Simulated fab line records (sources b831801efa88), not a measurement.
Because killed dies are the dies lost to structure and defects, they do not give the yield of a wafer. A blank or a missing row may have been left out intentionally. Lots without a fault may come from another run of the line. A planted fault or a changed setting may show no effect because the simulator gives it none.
fab line records :: flow gf180mcu
record
  lots=7
  wafers=21
  lastDay=33
route steps=602 shown MVPSD@82 VT_IMPLANT@90
lots that met no fault: taken from a fault-free run of the same line
startH: hours from the record's opening day to when the first of the lot's shown wafers began :: waitH: time in hours since the lot's previous step :: " as in the row above :: L1.1+2: a row that stands for several wafers :: - value missing, or start not given :: * or withheld: withheld :: < > ~ a bound
route shown NAME@n: NAME is a module with steps in the file, n the number in the route of the first one :: usual: mean/standard deviation of fault-free wafers :: same: alike in all rows :: chamber/n: place in a boat :: sites: the reading at each site :: _std_site: standard deviation of those values :: _edge_site: inner sites' mean taken away from outer sites' mean :: radiusMm: for every site, how far away it sits from the centre of the wafer :: mask NAME#n: copy n :: behind: the last tool/chamber to shape the wafer :: hold: what put the lot on hold/how long, in hours/how the hold closed :: device: the transistor (n, p or np) that didn't switch :: end of line: the same wafers' tests at the end of the route :: where a step has no rows: the recipe by itself :: killed: dies that structure and defects cost at the first sort, which is not the same as the wafer's yield :: map: the dies of a wafer, with x for killed, . for not killed, _ for no die there
set.NAME: the setting as run; set.NAME@STEP: as run at that earlier step :: model.NAME: the simulator's own value behind a step, which no gauge read
a table for each step, a row for each wafer; lots at some steps of the route
services: when a tool's chamber went out of use (startH, in hours from the record's first day, below 0 if earlier), for how many hours, and the reason
## steps
# step GF_MVPSD_EXPOSE_04
# recipe
  maskId=MVPSD
  targetCdNm=1000
  na=0.6
  sourceShape=conventional
  sigmaOuter=0.6
  doseMj=260
# step GF_MVPSD_PEB_05
# recipe
  tempC=115
  timeS=withheld
# step GF_MVPSD_DEVELOP_06
# recipe
  wallAngleDeg=90
  developTimeS=60
  devTempC=23
# step GF_MVPSD_OVL_MEAS_07
# usual
  MVPSD_OVL=0.6/1.4
lot.wafer: L160.1
tool: overlay-01
chamber: -
startH: 93.84
waitH: -
MVPSD_OVL[nm]: 1.7

lot.wafer: L160.3
tool: overlay-01
chamber: -
startH: 93.84
waitH: -
MVPSD_OVL[nm]: -0.5

lot.wafer: L160.4
tool: overlay-01
chamber: -
startH: 93.84
waitH: -
MVPSD_OVL[nm]: 3.0

lot.wafer: L163.1
tool: overlay-01
chamber: -
startH: 117.49
waitH: -
MVPSD_OVL[nm]: 1.0

lot.wafer: L163.2
tool: overlay-01
chamber: -
startH: 117.49
waitH: -
MVPSD_OVL[nm]: -1.6

lot.wafer: L163.3
tool: overlay-01
chamber: -
startH: 117.49
waitH: -
MVPSD_OVL[nm]: 0.3

lot.wafer: L171.2
tool: overlay-01
chamber: -
startH: 165.52
waitH: -
MVPSD_OVL[nm]: 0.0

lot.wafer: L171.3
tool: overlay-01
chamber: -
startH: 165.52
waitH: -
MVPSD_OVL[nm]: 0.9

lot.wafer: L171.4
tool: overlay-01
chamber: -
startH: 165.52
waitH: -
MVPSD_OVL[nm]: 1.4

lot.wafer: L177.2
tool: overlay-01
chamber: -
startH: 196.50
waitH: -
MVPSD_OVL[nm]: 0.7

lot.wafer: L177.3
tool: overlay-01
chamber: -
startH: 196.50
waitH: -
MVPSD_OVL[nm]: 0.0

lot.wafer: L177.5
tool: overlay-01
chamber: -
startH: 196.50
waitH: -
MVPSD_OVL[nm]: -0.1

lot.wafer: L178.2
tool: overlay-02
chamber: -
startH: 204.00
waitH: -
MVPSD_OVL[nm]: 0.1

lot.wafer: L178.5
tool: overlay-02
chamber: -
startH: 204.00
waitH: -
MVPSD_OVL[nm]: 1.9

lot.wafer: L178.6
tool: overlay-02
chamber: -
startH: 204.00
waitH: -
MVPSD_OVL[nm]: 0.0

lot.wafer: L179.1
tool: overlay-02
chamber: -
startH: 211.09
waitH: -
MVPSD_OVL[nm]: 0.9

lot.wafer: L179.2
tool: overlay-02
chamber: -
startH: 211.09
waitH: -
MVPSD_OVL[nm]: 1.7

lot.wafer: L179.3
tool: overlay-02
chamber: -
startH: 211.09
waitH: -
MVPSD_OVL[nm]: 2.9

lot.wafer: L180.3
tool: overlay-02
chamber: -
startH: 215.90
waitH: -
MVPSD_OVL[nm]: 0.5

lot.wafer: L180.4
tool: overlay-02
chamber: -
startH: 215.90
waitH: -
MVPSD_OVL[nm]: 0.5

lot.wafer: L180.5
tool: overlay-02
chamber: -
startH: 215.90
waitH: -
MVPSD_OVL[nm]: 0.3
# step GF_MVPSD_IMPLANT_08
# recipe
  species=B
  energyKev=170
  doseCm2=1.5e+13
  tiltDeg=0
# step GF_MVPSD_IMPLANT_09
# recipe
  species=B
  energyKev=40
  doseCm2=5e+12
  tiltDeg=0
# step GF_MVPSD_STRIP_10
# recipe
  chemistry=O2/N2
  powerW=1400
  pressureMtorr=1500
  platenTempC=250
  o2FlowSccm=3000
  n2FlowSccm=300
  overashFraction=0.5
# usual
  drypumpMotorCurrentA=5.9/0.49
  heaterPowerW=331/41
  n2FlowSccm=300.0/0.87
  oesProductAu=0.722/0.0045
  platenTempC=250.01/0.17
  stripTimeToEndpointS=36.96/0.11
# same
  overashFraction=0.5
lot.wafer: L160.1
tool: plasmaAsher-02
chamber: 0
startH: 94.18
waitH: 0.1
drypumpMotorCurrentA: 6.0
heaterPowerW: 306
n2FlowSccm: 300.7
oesProductAu: 0.722
platenTempC: 249.84
rfHoursCounterH: 45
stripTimeToEndpointS: 37.02

lot.wafer: L160.3
tool: plasmaAsher-02
chamber: 1
startH: 94.18
waitH: 0.1
drypumpMotorCurrentA: 6.2
heaterPowerW: 300
n2FlowSccm: 298.9
oesProductAu: 0.720
platenTempC: 249.67
rfHoursCounterH: -
stripTimeToEndpointS: 37.00

lot.wafer: L160.4
tool: plasmaAsher-02
chamber: 0
startH: 94.18
waitH: 0.1
drypumpMotorCurrentA: 6.0
heaterPowerW: 309
n2FlowSccm: 299.9
oesProductAu: 0.723
platenTempC: 249.88
rfHoursCounterH: -
stripTimeToEndpointS: 36.90

lot.wafer: L163.1
tool: plasmaAsher-03
chamber: 1
startH: 117.83
waitH: 0.1
drypumpMotorCurrentA: 5.5
heaterPowerW: 349
n2FlowSccm: 299.9
oesProductAu: 0.718
platenTempC: 250.12
rfHoursCounterH: 48
stripTimeToEndpointS: 37.06

lot.wafer: L163.2
tool: plasmaAsher-03
chamber: 0
startH: 117.83
waitH: 0.1
drypumpMotorCurrentA: 6.6
heaterPowerW: 292
n2FlowSccm: 298.3
oesProductAu: 0.720
platenTempC: 250.13
rfHoursCounterH: 48
stripTimeToEndpointS: 37.08

lot.wafer: L163.3
tool: plasmaAsher-03
chamber: 0
startH: 117.83
waitH: 0.1
drypumpMotorCurrentA: 6.6
heaterPowerW: 294
n2FlowSccm: 299.6
oesProductAu: 0.731
platenTempC: 250.05
rfHoursCounterH: -
stripTimeToEndpointS: 37.11

lot.wafer: L171.2
tool: plasmaAsher-02
chamber: 0
startH: 165.85
waitH: 0.1
drypumpMotorCurrentA: 6.1
heaterPowerW: 320
n2FlowSccm: 300.0
oesProductAu: 0.720
platenTempC: 250.04
rfHoursCounterH: 5
stripTimeToEndpointS: 36.99

lot.wafer: L171.3
tool: plasmaAsher-02
chamber: 1
startH: 165.85
waitH: 0.1
drypumpMotorCurrentA: 6.2
heaterPowerW: 325
n2FlowSccm: 299.7
oesProductAu: 0.722
platenTempC: 250.15
rfHoursCounterH: -
stripTimeToEndpointS: 37.06

lot.wafer: L171.4
tool: plasmaAsher-02
chamber: 0
startH: 165.85
waitH: 0.1
drypumpMotorCurrentA: 6.1
heaterPowerW: 312
n2FlowSccm: 298.2
oesProductAu: 0.717
platenTempC: 250.08
rfHoursCounterH: -
stripTimeToEndpointS: 37.00

lot.wafer: L177.2
tool: plasmaAsher-02
chamber: 0
startH: 196.92
waitH: 0.2
drypumpMotorCurrentA: 6.0
heaterPowerW: 319
n2FlowSccm: 301.7
oesProductAu: 0.718
platenTempC: 250.22
rfHoursCounterH: 9
stripTimeToEndpointS: 36.74

lot.wafer: L177.3
tool: plasmaAsher-02
chamber: 0
startH: 196.92
waitH: 0.2
drypumpMotorCurrentA: 6.1
heaterPowerW: 311
n2FlowSccm: 301.1
oesProductAu: 0.725
platenTempC: 249.97
rfHoursCounterH: -
stripTimeToEndpointS: 36.67

lot.wafer: L177.5
tool: plasmaAsher-02
chamber: 1
startH: 196.92
waitH: 0.2
drypumpMotorCurrentA: 6.2
heaterPowerW: 322
n2FlowSccm: 298.3
oesProductAu: 0.718
platenTempC: 249.87
rfHoursCounterH: -
stripTimeToEndpointS: 36.63

lot.wafer: L178.2
tool: plasmaAsher-04
chamber: 0
startH: 204.33
waitH: 0.1
drypumpMotorCurrentA: 5.4
heaterPowerW: 430
n2FlowSccm: 299.2
oesProductAu: 0.723
platenTempC: 250.05
rfHoursCounterH: 51
stripTimeToEndpointS: 37.04

lot.wafer: L178.5
tool: plasmaAsher-04
chamber: 0
startH: 204.33
waitH: 0.1
drypumpMotorCurrentA: 5.4
heaterPowerW: 426
n2FlowSccm: 299.7
oesProductAu: 0.709
platenTempC: 250.08
rfHoursCounterH: -
stripTimeToEndpointS: 36.96

lot.wafer: L178.6
tool: plasmaAsher-04
chamber: 1
startH: 204.33
waitH: 0.1
drypumpMotorCurrentA: 5.2
heaterPowerW: 314
n2FlowSccm: 300.0
oesProductAu: 0.722
platenTempC: 249.52
rfHoursCounterH: -
stripTimeToEndpointS: 37.03

lot.wafer: L179.1
tool: plasmaAsher-04
chamber: 0
startH: 211.43
waitH: 0.1
drypumpMotorCurrentA: 5.4
heaterPowerW: 432
n2FlowSccm: 300.3
oesProductAu: 0.720
platenTempC: 250.10
rfHoursCounterH: 52
stripTimeToEndpointS: 36.94

lot.wafer: L179.2
tool: plasmaAsher-04
chamber: 1
startH: 211.43
waitH: 0.1
drypumpMotorCurrentA: 5.1
heaterPowerW: 308
n2FlowSccm: 300.8
oesProductAu: 0.721
platenTempC: 250.05
rfHoursCounterH: 52
stripTimeToEndpointS: 36.90

lot.wafer: L179.3
tool: plasmaAsher-04
chamber: 1
startH: 211.43
waitH: 0.1
drypumpMotorCurrentA: 5.1
heaterPowerW: 309
n2FlowSccm: 301.2
oesProductAu: 0.722
platenTempC: 250.31
rfHoursCounterH: -
stripTimeToEndpointS: 36.89

lot.wafer: L180.3
tool: plasmaAsher-02
chamber: 1
startH: 216.26
waitH: 0.1
drypumpMotorCurrentA: 6.2
heaterPowerW: 323
n2FlowSccm: 300.1
oesProductAu: 0.714
platenTempC: 250.43
rfHoursCounterH: -
stripTimeToEndpointS: 37.03

lot.wafer: L180.4
tool: plasmaAsher-02
chamber: 0
startH: 216.26
waitH: 0.1
drypumpMotorCurrentA: 6.1
heaterPowerW: 320
n2FlowSccm: 299.5
oesProductAu: 0.723
platenTempC: 249.83
rfHoursCounterH: -
stripTimeToEndpointS: 36.75

lot.wafer: L180.5
tool: plasmaAsher-02
chamber: 0
startH: 216.26
waitH: 0.1
drypumpMotorCurrentA: 6.0
heaterPowerW: 319
n2FlowSccm: 300.2
oesProductAu: 0.722
platenTempC: 249.65
rfHoursCounterH: -
stripTimeToEndpointS: 36.83
# step GF_MVPSD_TW_MEAS_11
# usual
  MVPSD_TW=551/5.6
lot.wafer: L160.1
tool: filmMetro-01
chamber: -
startH: 94.28
waitH: 0.1
MVPSD_TW: 559

lot.wafer: L160.3
tool: filmMetro-01
chamber: -
startH: 94.28
waitH: 0.1
MVPSD_TW: 560

lot.wafer: L160.4
tool: filmMetro-01
chamber: -
startH: 94.28
waitH: 0.1
MVPSD_TW: 559

lot.wafer: L163.1
tool: filmMetro-03
chamber: -
startH: 117.93
waitH: 0.1
MVPSD_TW: 549

lot.wafer: L163.2
tool: filmMetro-03
chamber: -
startH: 117.93
waitH: 0.1
MVPSD_TW: 550

lot.wafer: L163.3
tool: filmMetro-03
chamber: -
startH: 117.93
waitH: 0.1
MVPSD_TW: 548

lot.wafer: L171.2
tool: filmMetro-02
chamber: -
startH: 165.96
waitH: 0.1
MVPSD_TW: 554

lot.wafer: L171.3
tool: filmMetro-02
chamber: -
startH: 165.96
waitH: 0.1
MVPSD_TW: 555

lot.wafer: L171.4
tool: filmMetro-02
chamber: -
startH: 165.96
waitH: 0.1
MVPSD_TW: 556

lot.wafer: L177.2
tool: filmMetro-02
chamber: -
startH: 197.03
waitH: 0.1
MVPSD_TW: 553

lot.wafer: L177.3
tool: filmMetro-02
chamber: -
startH: 197.03
waitH: 0.1
MVPSD_TW: 553

lot.wafer: L177.5
tool: filmMetro-02
chamber: -
startH: 197.03
waitH: 0.1
MVPSD_TW: 550

lot.wafer: L178.2
tool: filmMetro-02
chamber: -
startH: 204.44
waitH: 0.1
MVPSD_TW: 551

lot.wafer: L178.5
tool: filmMetro-02
chamber: -
startH: 204.44
waitH: 0.1
MVPSD_TW: 546

lot.wafer: L178.6
tool: filmMetro-02
chamber: -
startH: 204.44
waitH: 0.1
MVPSD_TW: 549

lot.wafer: L179.1
tool: filmMetro-03
chamber: -
startH: 211.53
waitH: 0.1
MVPSD_TW: 545

lot.wafer: L179.2
tool: filmMetro-03
chamber: -
startH: 211.53
waitH: 0.1
MVPSD_TW: 542

lot.wafer: L179.3
tool: filmMetro-03
chamber: -
startH: 211.53
waitH: 0.1
MVPSD_TW: 546

lot.wafer: L180.3
tool: filmMetro-03
chamber: -
startH: 216.35
waitH: 0.1
MVPSD_TW: 545

lot.wafer: L180.4
tool: filmMetro-03
chamber: -
startH: 216.35
waitH: 0.1
MVPSD_TW: 546

lot.wafer: L180.5
tool: filmMetro-03
chamber: -
startH: 216.35
waitH: 0.1
MVPSD_TW: 547
# step GF_VT_IMPLANT_DEHYDRATE_00
# recipe
  tempC=200
  timeS=60
# step GF_VT_IMPLANT_HMDS_01
# recipe
  primeTimeS=60
  primeTempC=120
# step GF_VT_IMPLANT_COAT_02
# recipe
  resist=NOVOLAK
  spinRpm=3000
  resistThkNm=1000
# step GF_VT_IMPLANT_SOFTBAKE_03
# recipe
  tempC=90
  timeS=60
  resist=NOVOLAK
# step GF_VT_IMPLANT_EXPOSE_04
# recipe
  maskId=LVPWELL_LV_AREA
  targetCdNm=600
  na=0.6
  sourceShape=conventional
  sigmaOuter=0.6
  doseMj=140
# usual
  exposureDoseMJCm2=140.01/0.13
  focusOffsetNm=0.0/0.57
  sigmaOuter=0.6/0
  stageVelMmS=500.01/0.29
lot.wafer: L160.1
tool: ilineStepper-02
chamber: 0
startH: 101.77
waitH: -
mask: LVPWELL_LV_AREA#0
exposureDoseMJCm2: 139.98
focusOffsetNm: -0.1
sigmaOuter: 0.6
stageVelMmS: 499.94

lot.wafer: L160.3
tool: ilineStepper-02
chamber: 0
startH: 101.77
waitH: -
mask: LVPWELL_LV_AREA#0
exposureDoseMJCm2: 140.05
focusOffsetNm: 0.8
sigmaOuter: 0.6
stageVelMmS: 499.93

lot.wafer: L160.4
tool: ilineStepper-02
chamber: 0
startH: 101.77
waitH: -
mask: LVPWELL_LV_AREA#0
exposureDoseMJCm2: 140.00
focusOffsetNm: -0.2
sigmaOuter: 0.6
stageVelMmS: 499.86

lot.wafer: L163.1
tool: ilineStepper-01
chamber: 0
startH: 124.94
waitH: -
mask: LVPWELL_LV_AREA#0
exposureDoseMJCm2: 140.04
focusOffsetNm: 0.1
sigmaOuter: 0.6
stageVelMmS: 499.64

lot.wafer: L163.2
tool: ilineStepper-01
chamber: 0
startH: 124.94
waitH: -
mask: LVPWELL_LV_AREA#0
exposureDoseMJCm2: 140.05
focusOffsetNm: -0.4
sigmaOuter: 0.6
stageVelMmS: 499.93

lot.wafer: L163.3
tool: ilineStepper-01
chamber: 0
startH: 124.94
waitH: -
mask: LVPWELL_LV_AREA#0
exposureDoseMJCm2: 140.03
focusOffsetNm: -0.5
sigmaOuter: 0.6
stageVelMmS: 499.83

lot.wafer: L171.2
tool: ilineStepper-01
chamber: 0
startH: 173.94
waitH: -
mask: LVPWELL_LV_AREA#0
exposureDoseMJCm2: 139.90
focusOffsetNm: 0.2
sigmaOuter: 0.6
stageVelMmS: 499.63

lot.wafer: L171.3
tool: ilineStepper-01
chamber: 0
startH: 173.94
waitH: -
mask: LVPWELL_LV_AREA#0
exposureDoseMJCm2: 139.93
focusOffsetNm: 0.6
sigmaOuter: 0.6
stageVelMmS: 499.83

lot.wafer: L171.4
tool: ilineStepper-01
chamber: 0
startH: 173.94
waitH: -
mask: LVPWELL_LV_AREA#0
exposureDoseMJCm2: 140.09
focusOffsetNm: 0.1
sigmaOuter: 0.6
stageVelMmS: 499.68

lot.wafer: L177.2
tool: ilineStepper-01
chamber: -
startH: 205.45
waitH: -
mask: LVPWELL_LV_AREA#0
exposureDoseMJCm2: -
focusOffsetNm: -
sigmaOuter: -
stageVelMmS: -

lot.wafer: L177.3
tool: ilineStepper-01
chamber: -
startH: 205.45
waitH: -
mask: LVPWELL_LV_AREA#0
exposureDoseMJCm2: -
focusOffsetNm: -
sigmaOuter: -
stageVelMmS: -

lot.wafer: L177.5
tool: ilineStepper-01
chamber: -
startH: 205.45
waitH: -
mask: LVPWELL_LV_AREA#0
exposureDoseMJCm2: -
focusOffsetNm: -
sigmaOuter: -
stageVelMmS: -

lot.wafer: L178.2
tool: ilineStepper-02
chamber: -
startH: 212.53
waitH: -
mask: LVPWELL_LV_AREA#0
exposureDoseMJCm2: -
focusOffsetNm: -
sigmaOuter: -
stageVelMmS: -

lot.wafer: L178.5
tool: ilineStepper-02
chamber: -
startH: 212.53
waitH: -
mask: LVPWELL_LV_AREA#0
exposureDoseMJCm2: -
focusOffsetNm: -
sigmaOuter: -
stageVelMmS: -

lot.wafer: L178.6
tool: ilineStepper-02
chamber: -
startH: 212.53
waitH: -
mask: LVPWELL_LV_AREA#0
exposureDoseMJCm2: -
focusOffsetNm: -
sigmaOuter: -
stageVelMmS: -

lot.wafer: L179.1
tool: ilineStepper-01
chamber: -
startH: 220.71
waitH: -
mask: LVPWELL_LV_AREA#0
exposureDoseMJCm2: -
focusOffsetNm: -
sigmaOuter: -
stageVelMmS: -

lot.wafer: L179.2
tool: ilineStepper-01
chamber: -
startH: 220.71
waitH: -
mask: LVPWELL_LV_AREA#0
exposureDoseMJCm2: -
focusOffsetNm: -
sigmaOuter: -
stageVelMmS: -

lot.wafer: L179.3
tool: ilineStepper-01
chamber: -
startH: 220.71
waitH: -
mask: LVPWELL_LV_AREA#0
exposureDoseMJCm2: -
focusOffsetNm: -
sigmaOuter: -
stageVelMmS: -

lot.wafer: L180.3
tool: ilineStepper-02
chamber: 0
startH: 225.80
waitH: -
mask: LVPWELL_LV_AREA#0
exposureDoseMJCm2: 139.98
focusOffsetNm: 0.4
sigmaOuter: 0.6
stageVelMmS: 499.99

lot.wafer: L180.4
tool: ilineStepper-02
chamber: 0
startH: 225.80
waitH: -
mask: LVPWELL_LV_AREA#0
exposureDoseMJCm2: 140.13
focusOffsetNm: 0.2
sigmaOuter: 0.6
stageVelMmS: 499.58

lot.wafer: L180.5
tool: ilineStepper-02
chamber: 0
startH: 225.80
waitH: -
mask: LVPWELL_LV_AREA#0
exposureDoseMJCm2: 140.03
focusOffsetNm: -0.1
sigmaOuter: 0.6
stageVelMmS: 499.61
# step GF_VT_IMPLANT_PEB_05
# recipe
  tempC=withheld
  timeS=*
  resist=NOVOLAK
## services
tool: ilineStepper-02
chamber: 0
startH: 70.59
hours: -
kind: calibration

tool: ilineStepper-02
chamber: -
startH: 91.38
hours: 0.5
kind: repair

tool: ilineStepper-01
chamber: 0
startH: 102.50
hours: -
kind: calibration

tool: plasmaAsher-02
chamber: -
startH: 108.75
hours: 9.0
kind: pm

tool: plasmaAsher-02
chamber: 0
startH: 108.75
hours: 9.0
kind: ventCycle

tool: plasmaAsher-02
chamber: 1
startH: 108.75
hours: 9.0
kind: ventCycle

tool: plasmaAsher-02
chamber: 0
startH: 117.75
hours: -
kind: clean

tool: plasmaAsher-02
chamber: 1
startH: 117.75
hours: -
kind: clean

tool: plasmaAsher-04
chamber: -
startH: 157.13
hours: 12.0
kind: repair

tool: plasmaAsher-04
chamber: -
startH: 187.13
hours: 13.8
kind: repair

tool: ilineStepper-01
chamber: -
startH: 187.78
hours: -
kind: consumableReplace:lamp

tool: plasmaAsher-03
chamber: -
startH: 195.62
hours: 3.1
kind: repair

tool: ilineStepper-02
chamber: -
startH: 223.75
hours: 1.7
kind: pm
## key
firstSign
  step=GF_VT_IMPLANT_EXPOSE_04
  reading=toolRecord
  direction=missing
effect none on later readings
metAt GF_VT_IMPLANT_EXPOSE_04
struckWafers L177.2,L177.3,L177.5,L178.2,L178.5,L178.6,L179.1,L179.2,L179.3
laterRowsLeftOut L177.2,L177.3,L177.5,L178.2,L178.5,L178.6,L179.1,L179.2,L179.3
sortLeftOut L177.2,L177.3,L177.5,L178.2,L178.5,L178.6,L179.1,L179.2,L179.3
testerLeftOut L177,L178,L179
onsetBetween 173.94 205.45
fault
  kind=skippedStepWhole
  tool=ilineStepper-01,ilineStepper-02
  chamber=-
  onsetH=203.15
  steps=GF_VT_IMPLANT_EXPOSE_04
  scope=struckLotsOnly
# testerLeftOut: of these lots the tester's yield and bins aren't shown, on N5 and GAA mostly nor the transistor test; their killed dies are dies lost to structure and defects alone, not to doping, threshold or leakage, so they don't give the yield
# sortLeftOut: the simulated sort isn't trusted on such a fault, so these wafers' sort isn't shown, and their yield isn't known
# laterRowsLeftOut: the simulator's readings of these wafers behind a module that went badly wrong aren't trusted and aren't shown, but for the sort
